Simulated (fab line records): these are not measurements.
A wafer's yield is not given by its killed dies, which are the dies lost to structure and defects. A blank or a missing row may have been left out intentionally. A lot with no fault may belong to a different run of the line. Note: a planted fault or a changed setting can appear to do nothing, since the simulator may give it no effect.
Lot-split experiment ; flow gf180mcu ; 23 wafers read from 5 lots, route of 602 steps

## THE SPLIT
At GF_M3_SPUTTER_04 (material TiN, target thk 50 nm, time 41.7 s), the setting power w was moved away from the recipe's 6500 W on 4 of the 23 wafers read, by +4.4% to +8.3%. This setting was run at the recipe's value on the other wafers.

The reading is taken at the split's own step.

## THE READING
TiN_of_M3_SPUTTER_04.thk nm (the simulator's own value, which no gauge read), in nm, at GF_M3_SPUTTER_04 (material TiN, target thk 50 nm, time 41.7 s). The file does not state a usual value for it. Across the 19 wafers here that went through the recipe, the average is 49.84 nm and the standard deviation 0.4 nm.

wafer;tool, chamber at the split;power w as run, W;against the recipe;TiN_of_M3_SPUTTER_04.thk nm, nm;against lot-mates on the recipe
L075.1;pvd sputter-01, -;6500;recipe;49.97;-
L075.3;pvd sputter-01, -;6500;recipe;49.75;-
L075.4;pvd sputter-01, -;6500;recipe;49.85;-
L075.5;pvd sputter-01, -;6500;recipe;49.35;-
L075.6;pvd sputter-01, -;6500;recipe;49.9;-
L076.1;pvd sputter-03, -;6500;recipe;49.38;-
L076.3;pvd sputter-03, -;6500;recipe;49.6;-
L076.4;pvd sputter-03, -;6500;recipe;49.59;-
L076.5;pvd sputter-03, -;6784;+4.4%;51.9;+2.38
L076.6;pvd sputter-03, -;6784;+4.4%;51.97;+2.45
L079.2;pvd sputter-04, -;6500;recipe;50.53;-
L079.5;pvd sputter-04, -;6500;recipe;50.56;-
L079.6;pvd sputter-04, -;6500;recipe;50.68;-
L082.1;pvd sputter-03, -;6500;recipe;49.21;-
L082.3;pvd sputter-03, -;6500;recipe;49.99;-
L082.4;pvd sputter-03, -;6500;recipe;49.62;-
L082.5;pvd sputter-03, -;6500;recipe;49.38;-
L082.6;pvd sputter-03, -;6500;recipe;49.8;-
L084.2;pvd sputter-04, -;6500;recipe;49.97;-
L084.3;pvd sputter-04, -;7037;+8.3%;53.72;+3.80
L084.4;pvd sputter-04, -;6500;recipe;49.92;-
L084.5;pvd sputter-04, -;7037;+8.3%;54.19;+4.27
L084.6;pvd sputter-04, -;6500;recipe;49.87;-

FIT RESULTS
A straight line over all 23 wafers: TiN_of_M3_SPUTTER_04.thk nm changes by +0.495 nm for each +1% of power w; r = +0.96; the points scatter about the line by 0.39 nm.
The same after taking each lot's own level away (the mean of its wafers on the recipe; 23 wafers): +0.501 nm for each +1%; r = +0.99; scatter 0.21 nm.
According to that fit, moving power w by its largest amount changes the reading by 4.1 nm.
Across the lots, their own levels run from 49.523 to 50.590 nm, a range of 2.7 times the standard deviation given above.
Hence the lot-to-lot level has little effect on the slope; both slopes agree.
Check: with one of the wafers moved furthest among these (+8.3%) left out of the fit, the line predicts +4.37 nm for it against its lot-mates. Against them it came out at +3.8 nm.

## ADDITIONAL SPLITS CARRIED BY THESE WAFERS
Note: prior to the reading, these wafers also went through further splits. Each is held against what the fit with the lots' levels taken away leaves over:
other split on the same wafers;wafers away from the commonest value;r with TiN_of_M3_SPUTTER_04.thk nm (lot level and that fit taken away)
GF_CONTACT_CVD_24 temp c;7;-0.01
GF_CONTACT_CMP_27 t overpolish s;9;+0.43
GF_V1_SPUTTER_21 time s;9;+0.13
GF_V2_COAT_09 resist thk nm;8;-0.04

## THE FILE'S OWN FIT
TiN_of_M3_SPUTTER_04.thk nm changes by +0.502 nm for each +1% of power w, r = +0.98.
